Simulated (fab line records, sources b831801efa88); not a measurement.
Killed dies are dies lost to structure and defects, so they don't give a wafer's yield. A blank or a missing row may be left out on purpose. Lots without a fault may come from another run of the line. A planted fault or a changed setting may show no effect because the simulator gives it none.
fab line records | flow sfq_line
record lots=14 wafers=42 last_day=91
route steps=325 shown I0@56 I2@113 I3@134 JJ@194
lots that met no fault: from a run of the same line without faults
start_h: hours from the record's first day to the start of the lot's first wafer shown | wait_h: hours since the lot's step before | " the same as in the row above | L1.1+2: a row that stands for several wafers | - no value, or no start given | * or withheld: withheld | < > ~ a bound
route shown NAME@n: a module of which the file shows steps, and the number in the route of the first | usual: mean/standard deviation of fault-free wafers | same: alike in all rows | chamber/n: place in a boat | sites: the reading at each site | _std_site: their standard deviation | _edge_site: outer sites' mean less inner sites' | radius_mm: how far each site lies from the wafer's centre | mask NAME#n: copy n | behind: the tool/chamber that last shaped the wafer | hold: why the lot was held/for how many hours/how that ended | device: the transistor (n, p or np) that didn't switch | end of line: the same wafers' tests at the end of the route | a step without rows: its recipe alone | killed: dies lost to structure and defects at the first sort, not the wafer's yield | map: a wafer's dies, x killed, . not, _ none there
set.NAME: the setting as run; set.NAME@STEP: as run at that earlier step | model.NAME: the simulator's own value behind a step, which no gauge read
steps of the route over a sample of lots; a table a step, a row a wafer
services: from which hour (start_h, from the record's first day; less than 0 if before it) a tool's chamber was out of use, for how many hours, and why
## steps
# step SFQ_TRILAYER_I0_VIA_STRIP_STRIP_035
# recipe gas=O2 power_w=200 platen_temp_c=40 overash_fraction=0.65 chemistry=O2 pressure_mtorr=50
# usual drypump_motor_current_A=5.7/0.45 oes_product_au=0.997/0.008
# columns lot.wafer tool chamber start_h wait_h drypump_motor_current_A oes_product_au rf_hours_counter_h
L159.2 rie_metal-02 0 272.57 - 5.7 0.998 189
L159.4 " 0 " " 5.7 0.994 -
L159.5 " 0 " " 5.7 1.002 -
L160.1 rie_metal-01 1 273.77 - 5.8 0.991 170
L160.2 " 0 " " 6.0 1.002 28
L160.3 " 1 " " 5.8 0.997 -
L162.1 rie_metal-03 0 290.57 - 5.0 0.995 113
L162.4 " 0 " " 5.0 1.004 -
L162.5 " 0 " " 5.0 1.005 -
L164.1 rie_metal-01 0 304.68 - 6.0 0.987 31
L164.3 " 1 " " 5.8 0.993 -
L164.4 " 0 " " 6.0 1.001 -
L165.2 rie_metal-01 0 307.08 - 6.0 0.994 32
L165.4 " 1 " " 5.8 1.001 -
L165.5 " 0 " " 6.0 1.007 -
L167.1 rie_metal-01 1 327.34 - 5.8 1.004 178
L167.4 " 0 " " 6.0 1.005 -
L167.6 " 1 " " 5.8 1.005 -
L168.1 rie_metal-01 1 336.94 - 5.8 1.010 179
L168.3 " 1 " " 5.8 0.994 -
L168.5 " 0 " " 6.0 0.982 -
L169.1 rie_metal-02 0 355.66 - 5.7 0.992 6
L169.5 " 0 " " 5.7 0.979 -
L169.6 " 1 " " 4.9 0.989 -
L171.1 rie_metal-02 0 382.06 - 5.7 0.978 10
L171.4 " 1 " " 4.8 0.989 -
L171.6 " 1 " " 4.8 0.986 -
L175.2 rie_metal-02 1 396.46 - 4.8 0.988 110
L175.4 " 0 " " 5.7 0.993 -
L175.6 " 1 " " 4.8 0.986 -
L177.2 rie_metal-01 0 398.86 - 6.0 1.000 47
L177.4 " 1 " " 5.8 1.000 -
L177.6 " 0 " " 6.0 0.988 -
L178.3 rie_metal-01 1 400.26 - 5.8 0.997 -
L178.5 " 0 " " 6.0 0.991 -
L178.6 " 1 " " 5.8 0.995 -
L179.2 rie_metal-02 1 401.26 - 4.8 0.993 111
L179.5 " 0 " " 5.7 1.005 -
L179.6 " 1 " " 4.9 0.993 -
L180.1 rie_metal-01 0 402.46 - 6.0 0.990 48
L180.2 " 1 " " 5.8 0.986 4
L180.5 " 0 " " 6.0 0.990 -
# step SFQ_I2_OVL_MEAS_918
# usual I2_OVL=-2/6.3
# columns lot.wafer tool chamber start_h wait_h I2_OVL[nm]
L159.2 overlay-01 - 859.01 0.1 -6
L159.4 " - " " -9
L159.5 " - " " -8
L160.1 overlay-01 - 866.20 0.1 -11
L160.2 " - " " -10
L160.3 " - " " -9
L162.1 overlay-02 - 879.40 0.1 11
L162.4 " - " " 7
L162.5 " - " " 7
L164.1 overlay-01 - 907.00 0.1 -8
L164.3 " - " " -9
L164.4 " - " " -3
L165.2 overlay-02 - 910.61 0.1 -9
L165.4 " - " " -6
L165.5 " - " " 2
L167.1 overlay-01 - 933.40 0.1 -1
L167.4 " - " " 3
L167.6 " - " " 0
L168.1 overlay-01 - 941.80 0.1 3
L168.3 " - " " -1
L168.5 " - " " 3
L169.1 overlay-01 - 953.80 0.1 5
L169.5 " - " " 3
L169.6 " - " " 2
L171.1 overlay-01 - 991.56 0.1 5
L171.4 " - " " 1
L171.6 " - " " 4
L175.2 overlay-01 - 1008.37 0.1 -1
L175.4 " - " " -4
L175.6 " - " " -2
L177.2 overlay-02 - 1015.57 0.1 5
L177.4 " - " " 3
L177.6 " - " " -1
L178.3 overlay-01 - 1016.77 0.1 6
L178.5 " - " " 9
L178.6 " - " " 4
L179.2 overlay-02 - 1020.37 0.1 -5
L179.5 " - " " -9
L179.6 " - " " -8
L180.1 overlay-01 - 1027.81 0.1 -1
L180.2 " - " " 2
L180.5 " - " " 1
# step SFQ_TRILAYER_I3_CMP_CMP_082
# recipe material=SiO2 down_force_psi=3 platen_rpm=60 pad_velocity_m_s=0.94248
# usual edge_zone_pressure_frac=0.999/0.0053 head_pressure_psi=3.000/0.0061 motor_current_A=10.4/1.2 time_to_endpoint_s=206/8.3
# columns lot.wafer tool chamber start_h wait_h edge_zone_pressure_frac head_pressure_psi motor_current_A time_to_endpoint_s
L159.4 cmp-02 3 888.65 20.0 0.998 3.004 11.2 210
L159.2 " 0 " " 0.998 2.994 9.5 204
L159.5 " 2 890.15 21.5 1.002 3.002 8.2 196
L160.1 cmp-02 0 891.15 20.4 0.995 2.994 9.9 204
L160.3 " 2 892.15 21.4 0.999 3.000 8.8 197
L160.2 " 3 " " 0.997 3.002 11.1 195
L162.1 cmp-02 1 903.65 19.7 0.988 2.997 9.8 205
L162.4 " 2 " " 0.987 3.006 8.3 206
L162.5 " 1 905.65 21.7 0.993 2.993 9.4 206
L164.4 cmp-02 3 927.15 15.5 0.994 3.006 11.1 201
L164.1 " 0 " " 1.009 3.000 9.6 210
L164.3 " 1 " " 1.000 2.993 10.2 198
L165.2 cmp-01 1 931.59 15.6 0.992 3.002 8.8 216
L165.4 " 3 932.59 16.6 0.992 3.009 11.4 228
L165.5 " 0 " " 1.008 3.001 11.8 222
L167.4 cmp-01 0 955.09 10.6 0.996 2.989 11.2 211
L167.1 " 1 " " 0.997 3.013 9.7 208
L167.6 " 1 957.59 13.1 1.000 3.012 9.5 216
L168.3 cmp-01 2 961.09 5.5 - - - -
L168.1 " 0 962.09 6.6 - - - -
L168.5 " 2 963.09 7.5 - - - -
L169.1 cmp-01 1 986.11 1.0 - - - -
L169.5 " 3 987.11 2.0 - - - -
L169.6 " 0 " " - - - -
L171.4 cmp-01 3 996.16 0.0 0.995 3.005 11.5 221
L171.1 " 0 " " 0.995 2.992 11.0 206
L171.6 " 3 998.16 2.0 0.997 3.002 11.5 210
L175.4 cmp-02 3 1014.13 1.2 0.999 3.013 11.3 200
L175.2 " 1 1015.13 2.2 1.007 3.005 9.8 200
L175.6 " 2 " " 1.003 3.004 8.3 200
L177.4 cmp-01 0 1021.16 1.0 0.996 2.999 11.8 209
L177.2 " 1 " " 0.997 3.012 9.3 205
L177.6 " 2 " " 1.006 3.000 11.1 203
L178.3 cmp-01 1 1024.16 2.8 0.989 3.001 9.6 205
L178.6 " 3 1025.16 3.8 0.998 2.999 11.8 211
L178.5 " 0 " " 1.003 2.993 12.1 200
L179.2 cmp-01 1 1027.16 2.2 1.001 2.995 9.4 197
L179.6 " 3 1028.16 3.2 1.001 2.996 11.7 216
L179.5 " 0 " " 0.998 2.996 11.3 204
L180.1 cmp-01 3 1033.17 0.8 1.016 3.006 11.7 210
L180.2 " 1 1034.17 1.8 1.010 3.002 9.8 207
L180.5 " 0 1035.67 3.3 0.996 3.007 11.9 210
# step SFQ_TRILAYER_I3_METRO_MEASURE_083
# usual thk_nm=199.4/1.3
# columns lot.wafer tool chamber start_h wait_h thk_nm
L159.2 film_metro-01 - 891.47 0.3 201.2
L159.4 " - " " 198.3
L159.5 " - " " 199.2
L160.1 film_metro-01 - 894.27 0.1 199.2
L160.2 " - " " 197.9
L160.3 " - " " 196.3
L162.1 film_metro-01 - 906.27 0.1 198.5
L162.4 " - " " 198.1
L162.5 " - " " 198.2
L164.1 film_metro-01 - 930.27 0.1 201.4
L164.3 " - " " 199.6
L164.4 " - " " 199.0
L165.2 film_metro-04 - 934.41 0.3 200.6
L165.4 " - " " 201.7
L165.5 " - " " 199.9
L167.1 film_metro-03 - 958.21 0.1 200.6
L167.4 " - " " 199.5
L167.6 " - " " 199.2
L168.1 film_metro-01 - 964.21 0.1 483.5
L168.3 " - " " 492.7
L168.5 " - " " 483.0
L169.1 film_metro-01 - 988.23 0.1 494.8
L169.5 " - " " 502.2
L169.6 " - " " 503.0
L171.1 film_metro-03 - 999.28 0.1 200.8
L171.4 " - " " 202.6
L171.6 " - " " 203.1
L175.2 film_metro-01 - 1016.95 0.3 198.9
L175.4 " - " " 199.0
L175.6 " - " " 199.2
L177.2 film_metro-03 - 1023.48 0.3 199.8
L177.4 " - " " 199.6
L177.6 " - " " 198.8
L178.3 film_metro-04 - 1026.68 0.5 198.8
L178.5 " - " " 198.6
L178.6 " - " " 200.4
L179.2 film_metro-01 - 1029.48 0.3 199.2
L179.5 " - " " 198.3
L179.6 " - " " 200.6
L180.1 film_metro-03 - 1036.29 0.1 199.3
L180.2 " - " " 199.7
L180.5 " - " " 198.6
# step SFQ_TRILAYER_I3_VIA_ETCH_VIA_ETCH_088
# recipe target=SiO2 stop_on=Nb mask_material=PR taper_deg=20 chemistry=CHF3 target_depth_nm=260 source_w=500 bias_w=80 pressure_mtorr=30 time_s=withheld
# usual drypump_motor_current_A=5.9/0.42 oes_product_au=0.854/0.0052
# columns lot.wafer tool chamber start_h wait_h drypump_motor_current_A oes_product_au
L159.2 rie_diel-03 0 1018.04 0.0 6.4 0.855
L159.4 " 3 " " 5.8 0.851
L159.5 " 0 " " 6.4 0.854
L160.1 rie_diel-04 1 1021.64 0.0 6.0 0.857
L160.2 " 3 " " 5.3 0.848
L160.3 " 0 " " 6.0 0.851
L162.1 rie_diel-03 2 1039.89 0.0 5.4 0.844
L162.4 " 1 " " 6.0 0.849
L162.5 " 0 " " 6.5 0.858
L164.1 rie_diel-02 1 1057.89 0.0 5.7 0.856
L164.3 " 2 " " 6.5 0.852
L164.4 " 3 " " 6.1 0.855
L165.2 rie_diel-04 2 1060.29 0.0 6.0 0.852
L165.4 " 3 " " 5.4 0.861
L165.5 " 0 " " 6.0 0.853
L167.1 rie_diel-02 3 1086.69 0.0 6.1 0.863
L167.4 " 2 " " 6.5 0.858
L167.6 " 3 " " 6.1 0.844
L168.1 rie_diel-02 3 1096.29 0.0 6.0 1.640
L168.3 " 1 " " 5.7 1.651
L168.5 " 1 " " 5.7 1.635
L169.1 rie_diel-04 0 1127.49 0.0 6.0 1.646
L169.5 " 2 " " 6.0 1.617
L169.6 " 3 " " 5.3 1.617
L171.1 rie_diel-02 1 1143.08 0.0 5.7 0.860
L171.4 " 0 " " 5.1 0.858
L171.6 " 2 " " 6.5 0.855
L175.2 rie_diel-02 1 1159.80 0.0 5.7 0.858
L175.4 " 3 " " 6.1 0.850
L175.6 " 1 " " 5.7 0.852
L177.2 rie_diel-04 2 1165.80 0.0 6.0 0.860
L177.4 " 3 " " 5.4 0.857
L177.6 " 1 " " 6.0 0.845
L178.3 rie_diel-03 3 1170.60 0.0 5.8 0.855
L178.5 " 2 " " 5.5 0.856
L178.6 " 3 " " 5.8 0.858
L179.2 rie_diel-04 2 1174.20 0.0 6.0 0.848
L179.5 " 0 " " 6.0 0.853
L179.6 " 3 " " 5.4 0.856
L180.1 rie_diel-03 0 1180.20 0.0 6.5 0.858
L180.2 " 2 " " 5.4 0.855
L180.5 " 0 " " 6.4 0.852
# step SFQ_TRILAYER_JJ_CE_ETCH_RIE_118
# recipe target=Nb stop_on=Al2O3 mask_material=PR taper_deg=13.257 over_etch_frac=0.15 time_s=97.7 chemistry=SF6 target_depth_nm=170 icp_w=600 bias_w=80 pressure_mtorr=10
# usual drypump_motor_current_A=5.4/0.52 oes_product_au=0.990/0.0065
# columns lot.wafer tool chamber start_h wait_h drypump_motor_current_A oes_product_au rf_hours_counter_h
L159.2 rie_metal-04 0 1313.93 0.1 5.4 0.992 3
L159.4 " 0 " " 5.4 0.982 -
L159.5 " 0 " " 5.4 0.984 -
L160.1 rie_metal-04 0 1316.33 0.1 5.4 0.992 3
L160.2 " 1 " " 4.9 0.991 51
L160.3 " 1 " " 4.9 0.979 -
L162.1 rie_metal-02 1 1336.40 0.1 4.8 0.995 84
L162.4 " 1 " " 4.8 0.993 -
L162.5 " 1 " " 4.8 0.982 -
L164.1 rie_metal-03 0 1474.53 0.1 5.0 0.988 109
L164.3 " 1 " " 6.2 0.981 -
L164.4 " 0 " " 5.0 0.978 -
L165.2 rie_metal-02 0 1476.93 0.1 5.7 0.989 28
L165.4 " 0 " " 5.7 0.999 -
L165.5 " 0 " " 5.7 0.990 -
L167.1 rie_metal-04 1 1507.55 0.1 4.9 0.993 75
L167.4 " 0 " " 5.4 0.996 -
L167.6 " 1 " " 4.9 0.990 -
L168.1 rie_metal-02 0 1513.55 0.1 5.7 0.986 34
L168.3 " 0 " " 5.7 0.979 -
L168.5 " 0 " " 5.7 0.985 -
L169.1 rie_metal-03 1 1534.93 0.1 6.3 0.989 76
L169.5 " 1 " " 6.3 0.984 -
L169.6 " 0 " " 4.9 1.000 -
L171.1 rie_metal-02 0 1546.93 0.1 5.7 0.993 39
L171.4 " 0 " " 5.7 0.995 -
L171.6 " 1 " " 4.8 0.985 -
L175.2 rie_metal-03 1 1569.95 0.1 6.2 0.997 83
L175.4 " 0 " " 4.9 0.994 -
L175.6 " 1 " " 6.2 1.004 -
L177.2 rie_metal-03 0 1575.95 0.1 5.0 0.993 125
L177.4 " 0 " " 5.0 0.993 -
L177.6 " 0 " " 5.0 0.994 -
L178.3 rie_metal-04 0 1581.99 0.1 5.4 0.990 -
L178.5 " 0 " " 5.4 1.005 -
L178.6 " 1 " " 4.9 0.988 -
L179.2 rie_metal-02 1 1584.48 0.2 4.8 0.980 -
L179.5 " 1 " " 4.9 0.983 -
L179.6 " 1 " " 4.8 0.996 -
L180.1 rie_metal-03 1 1589.15 0.1 6.2 0.992 85
L180.2 " 0 " " 4.9 1.000 127
L180.5 " 1 " " 6.2 1.001 -
## services
# columns tool chamber start_h hours kind
cmp-01 - 268.69 1.0 repair
cmp-01 - 272.64 10.3 repair
cmp-01 - 300.87 1.0 repair
rie_metal-02 0 384.84 5.2 repair
cmp-01 - 467.80 5.3 pm
cmp-01 - 518.89 0.5 repair
cmp-01 - 575.57 4.0 pm
cmp-01 - 605.57 20.0 pm
cmp-01 - 625.59 6.3 pm
rie_metal-02 0 635.68 17.1 repair
cmp-01 - 635.85 0.9 repair
rie_metal-02 1 647.96 6.1 repair
rie_metal-02 0 811.23 11.3 repair
rie_metal-02 1 856.45 21.3 repair
rie_metal-02 0 938.66 11.7 repair
rie_metal-02 - 1063.43 2.8 pm
rie_metal-02 0 1177.78 2.8 repair
rie_metal-02 1 1213.46 10.4 repair
rie_metal-02 - 1404.57 1.4 pm
rie_metal-02 0 1411.33 5.8 repair
rie_metal-02 - 1451.56 0.6 repair
rie_metal-02 - 1510.39 1.4 repair
rie_metal-02 0 1577.23 1.8 repair
rie_metal-02 0 1579.34 10.0 repair
## key
first_sign step=SFQ_TRILAYER_I3_CMP_CMP_082 reading=tool_record direction=missing
effect step=SFQ_TRILAYER_I3_METRO_MEASURE_083 reading=thk_nm direction=up sigmas=99+ usual=199.4 struck=493.2
effect step=SFQ_TRILAYER_I3_VIA_ETCH_VIA_ETCH_088 reading=oes_product_au direction=up sigmas=99+ usual=0.854 struck=1.634
met_at SFQ_TRILAYER_I3_CMP_CMP_082
struck_lots L168,L169
not_acting_at SFQ_TRILAYER_I0_VIA_STRIP_STRIP_035,SFQ_I2_OVL_MEAS_918,SFQ_TRILAYER_JJ_CE_ETCH_RIE_118
onset_between 955.09 961.09
fault kind=skipped_step_whole tool=cmp-01 chamber=- onset_h=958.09 steps=SFQ_TRILAYER_I3_CMP_CMP_082 scope=struck_lots_only
